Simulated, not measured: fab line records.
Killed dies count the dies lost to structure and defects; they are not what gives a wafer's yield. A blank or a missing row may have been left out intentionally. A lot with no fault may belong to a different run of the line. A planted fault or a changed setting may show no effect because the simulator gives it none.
The same fault as seen by 2 desks / flow gf180mcu / each desk holds nothing but its own numbers, with what lay behind them at the end

== DESK OF THE TOOL OWNER: furnace-01 ==
The tool's own readings at GF_STI_OXIDATION_01 (stabilise 600 s, purge 300 s, target thk 10 nm): means of the sampled wafers that have a number, for each lot that ran on this tool. If a lot's mean is further than 4 standard deviations from the usual mean, the lot is out of limits and carries the mark OUT (the distance appears in the brackets).
Columns: A = zone-power-bottom-pct at GF_STI_OXIDATION_01, usual 26.4 %
lot=L751; first seen here=day 1 15:07; A=28.0
lot=L753; first seen here=day 2 01:07; A=27.9
lot=L757; first seen here=day 2 21:07; A=28.1
lot=L759; first seen here=day 3 07:07; A=28.0
lot=L772; first seen here=day 6 01:02; A=27.9
lot=L773; first seen here=day 6 05:08; A=27.9
This desk's finding: nothing out of limits on any of the 6 lots.

== AT THE METROLOGY DESK ==
What the gauges read for every lot (on any tool): the sampled wafers with a number, averaged. If a lot's mean is further than 4 standard deviations from the usual mean, the lot is out of limits and carries the mark OUT (the distance appears in the brackets).
Columns: A = STI_OXIDATION_THK at GF_STI_THK_MEAS_02, usual 9.97 nm
lot=L750; first seen here=day 1 11:31; A=9.95
lot=L751; first seen here=day 1 16:31; A=9.85
lot=L753; first seen here=day 2 02:31; A=9.51
lot=L754; first seen here=day 2 07:31; A=10.21
lot=L757; first seen here=day 2 22:31; A=13.07 (+14) OUT
lot=L759; first seen here=day 3 08:31; A=13.05 (+14) OUT
lot=L764; first seen here=day 4 10:37; A=10.08
lot=L766; first seen here=day 4 20:05; A=10.20
lot=L769; first seen here=day 5 10:31; A=10.00
lot=L771; first seen here=day 5 21:09; A=10.53
lot=L772; first seen here=day 6 02:26; A=10.09
lot=L773; first seen here=day 6 06:32; A=10.09
This desk finds L757, L759 out of limits, with the earliest case on L757 at day 2 22:31 (STI_OXIDATION_THK at GF_STI_THK_MEAS_02). L750, L751, L753, L754, L764, L766, L769, L771, L772, L773: within limits.

== TAKEN TOGETHER ==
On L757, L759, the metrology desk was in a position to raise an alarm at day 2 22:31.
The tool owner's desk saw nothing out of limits.
On record at the tool owner's desk: L757, L759, within its limits.
All the named lots went through GF_STI_OXIDATION_01 on furnace-01.

== WHAT HAD BEEN PUT IN BY THE SIMULATOR ==
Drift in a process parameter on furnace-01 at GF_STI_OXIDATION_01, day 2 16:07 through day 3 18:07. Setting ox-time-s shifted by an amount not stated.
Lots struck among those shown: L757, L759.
Delay in hours, fault start to first out-of-limits reading, per desk: metrology desk 6.
